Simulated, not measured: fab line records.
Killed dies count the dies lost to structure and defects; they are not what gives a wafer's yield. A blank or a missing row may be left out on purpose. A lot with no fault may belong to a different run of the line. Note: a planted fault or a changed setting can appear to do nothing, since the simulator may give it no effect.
Which tool did it?    flow sky130    Sampling: 13 lots, 39 wafers, 5 of 708 route steps

## WHAT THE GAUGES READ, wafer by wafer
SKY_NWELL_THK_MEAS_02.
lot   measured     on            NWELL_OXIDATION_THK (nm)
L292  day 2 11:50  filmMetro-04  9.80 9.88 9.64
L295  day 3 06:26  filmMetro-01  10.15 10.20 10.19
L296  day 3 10:18  filmMetro-01  9.76 9.88 9.77
L297  day 3 15:44  filmMetro-01  9.94 10.26 10.07
L298  day 3 17:07  filmMetro-01  10.03 10.08 10.02
L300  day 4 11:59  filmMetro-01  9.86 10.05 9.76
L301  day 4 20:10  filmMetro-02  9.96 9.91 10.02
L304  day 5 05:23  filmMetro-04  10.32 10.33 10.21
L305  day 5 09:38  filmMetro-02  10.12 10.01 10.20
L306  day 5 14:04  filmMetro-01  10.08 9.89 9.82
L308  day 6 00:32  filmMetro-01  10.16 9.90 9.94
L311  day 6 15:58  filmMetro-01  9.93 9.90 9.99
L312  day 6 20:03  filmMetro-01  10.27 10.14 10.44

SKY_NWELL_OVL_MEAS_23.
lot   measured      on          NWELL_01_OVL (nm)
L292  day 5 05:37   overlay-01  0.6 1.2 0.1
L295  day 6 02:49   overlay-01  0.0 1.3 1.4
L296  day 6 09:34   overlay-01  -1.0 -1.5 -0.6
L297  day 6 14:22   overlay-02  -0.3 -0.2 0.1
L298  day 6 15:19   overlay-01  -0.7 0.6 -1.6
L300  day 7 13:41   overlay-02  -1.3 -0.6 -2.0
L301  day 7 23:50   overlay-02  -1.1 1.7 1.3
L304  day 8 09:19   overlay-01  -0.1 -0.1 -0.9
L305  day 8 14:43   overlay-01  -0.8 -0.6 -2.3
L306  day 8 20:13   overlay-01  -1.0 0.2 -1.1
L308  day 9 08:04   overlay-01  0.4 0.1 0.7
L311  day 10 13:43  overlay-02  -0.6 -1.3 1.5
L312  day 10 08:11  overlay-02  1.6 0.1 0.2

SKY_VT_ADJUST_NCORE_TW_MEAS_11.
lot   measured      on            VT_ADJUST_NCORE_TW
L292  day 8 11:16   filmMetro-03  219.1 219.5 217.7
L295  day 9 12:10   filmMetro-03  219.0 219.4 219.3
L296  day 9 20:05   filmMetro-04  219.5 219.2 219.7
L297  day 10 02:47  filmMetro-02  222.3 222.2 222.9
L298  day 10 03:40  filmMetro-04  218.8 219.8 220.3
L300  day 11 05:34  filmMetro-04  219.8 219.6 221.0
L301  day 11 16:11  filmMetro-02  222.6 221.6 221.8
L304  day 12 05:20  filmMetro-04  220.8 220.2 219.3
L305  day 12 10:10  filmMetro-02  220.7 220.9 221.6
L306  day 12 17:33  filmMetro-03  218.0 219.2 218.4
L308  day 13 08:23  filmMetro-04  220.4 220.9 220.7
L311  day 14 16:16  filmMetro-04  219.9 220.3 220.1
L312  day 14 10:08  filmMetro-02  30.4 30.2 30.5

## TOOL THAT RAN EACH LOT (tool first, then ch and the chambers of the sampled wafers, then the start)
lot   SKY_VT_ADJUST_LVTN_STRIP_20          SKY_VT_ADJUST_NCORE_STRIP_10
L292  plasmaAsher-02 ch 0,1, day 7 14:11   plasmaAsher-03 ch 0,1, day 8 11:10
L295  plasmaAsher-02 ch 0,1, day 8 14:32   plasmaAsher-02 ch 0,1, day 9 12:04
L296  plasmaAsher-04 ch 0,1, day 8 22:49   plasmaAsher-03 ch 0,1, day 9 19:59
L297  plasmaAsher-04 ch 0,1, day 9 05:08   plasmaAsher-01 ch 0,1, day 10 02:41
L298  plasmaAsher-03 ch 0,1, day 9 05:33   plasmaAsher-02 ch 0,1, day 10 03:34
L300  plasmaAsher-04 ch 0,1, day 10 06:51  plasmaAsher-02 ch 0,1, day 11 05:28
L301  plasmaAsher-03 ch 0,1, day 10 16:28  plasmaAsher-03 ch 0,1, day 11 16:06
L304  plasmaAsher-03 ch 0,1, day 11 04:35  plasmaAsher-01 ch 0,1, day 12 05:13
L305  plasmaAsher-03 ch 0,1, day 11 09:58  plasmaAsher-03 ch 0,1, day 12 10:04
L306  plasmaAsher-03 ch 0,1, day 11 17:07  plasmaAsher-01 ch 0,1, day 12 17:28
L308  plasmaAsher-02 ch 0,1, day 12 06:28  plasmaAsher-01 ch 0,1, day 13 08:16
L311  plasmaAsher-04 ch 0,1, day 13 14:41  plasmaAsher-03 ch 0, day 14 16:10
L312  plasmaAsher-02 ch 0,1, day 13 08:45  plasmaAsher-01 ch 0, day 14 10:01
- SKY_VT_ADJUST_LVTN_STRIP_20: strips in O2/N2.
- SKY_VT_ADJUST_NCORE_STRIP_10: strips in O2/N2.

## AS READ BY THE TOOLS THEMSELVES (means over the sampled wafers that have a number; for cases with no such wafer, the mark the record gives instead)
SKY_VT_ADJUST_LVTN_STRIP_20.
lot   tool            drypumpMotorCurrentA (A)  oesProductAu (a.u.)  stripTimeToEndpointS (s)
L292  plasmaAsher-02  5.1                       0.718                14.18
L295  plasmaAsher-02  5.1                       0.715                14.25
L296  plasmaAsher-04  6.0                       0.718                14.23
L297  plasmaAsher-04  6.0                       0.718                14.20
L298  plasmaAsher-03  5.8                       0.719                14.25
L300  plasmaAsher-04  5.9                       0.718                14.26
L301  plasmaAsher-03  5.8                       0.721                14.23
L304  plasmaAsher-03  6.0                       0.715                14.22
L305  plasmaAsher-03  5.8                       0.712                14.17
L306  plasmaAsher-03  5.8                       0.721                14.17
L308  plasmaAsher-02  5.5                       0.712                14.21
L311  plasmaAsher-04  6.0                       0.718                14.13
L312  plasmaAsher-02  5.1                       0.916                -

SKY_VT_ADJUST_NCORE_STRIP_10.
lot   tool            drypumpMotorCurrentA (A)  oesProductAu (a.u.)  stripTimeToEndpointS (s)
L292  plasmaAsher-03  6.0                       0.713                14.17
L295  plasmaAsher-02  5.1                       0.712                14.18
L296  plasmaAsher-03  6.0                       0.718                14.18
L297  plasmaAsher-01  5.8                       0.720                14.22
L298  plasmaAsher-02  5.1                       0.717                14.25
L300  plasmaAsher-02  5.1                       0.719                14.21
L301  plasmaAsher-03  5.8                       0.720                14.16
L304  plasmaAsher-01  6.1                       0.715                14.21
L305  plasmaAsher-03  6.0                       0.709                14.14
L306  plasmaAsher-01  5.8                       0.721                14.20
L308  plasmaAsher-01  6.1                       0.714                14.22
L311  plasmaAsher-03  5.7                       0.718                14.18
L312  plasmaAsher-01  6.3                       0.717                23.47

## THE ANSWER, worked out from the rows above alone
Rule: the lots themselves supply what counts as usual. Put in order of their means at a reading, lots are off if they are a third of the lots or fewer, leave a main group of 4 or more, and stand apart from it by a gap of 3 or more times the standard deviation of the main group's means; of several such gaps the widest counts. If all means in a main group match to the digits the tables above print for the reading, that group is not used. A lot without any number at a reading at which 4 lots or more have one is off too. All remaining lots with rows at the step are treated as sound. Order of review: gauges by route order, followed by the tools' own readings, for which a lot's mean as printed above is used. The first step at which some lot is off is used, and at that step the reading that is off furthest; a lot without a number counts as furthest.
Off: L312, seen at SKY_VT_ADJUST_NCORE_TW_MEAS_11 (VT_ADJUST_NCORE_TW). For the main group the mean is 220.2 and the standard deviation 1.2.
A tool fits if, at a process step before that reading, it ran every lot that is off, and no sound lot after the first of them. The gauges at SKY_VT_ADJUST_NCORE_TW_MEAS_11 aren't tried: what is off there is off at SKY_VT_ADJUST_LVTN_STRIP_20 too, on other tools, and a gauge's error can't cause that. Can't be told from this: 2 tools fit, plasmaAsher-02 at SKY_VT_ADJUST_LVTN_STRIP_20, plasmaAsher-01 at SKY_VT_ADJUST_NCORE_STRIP_10.

## WHAT HAD BEEN PUT IN BY THE SIMULATOR
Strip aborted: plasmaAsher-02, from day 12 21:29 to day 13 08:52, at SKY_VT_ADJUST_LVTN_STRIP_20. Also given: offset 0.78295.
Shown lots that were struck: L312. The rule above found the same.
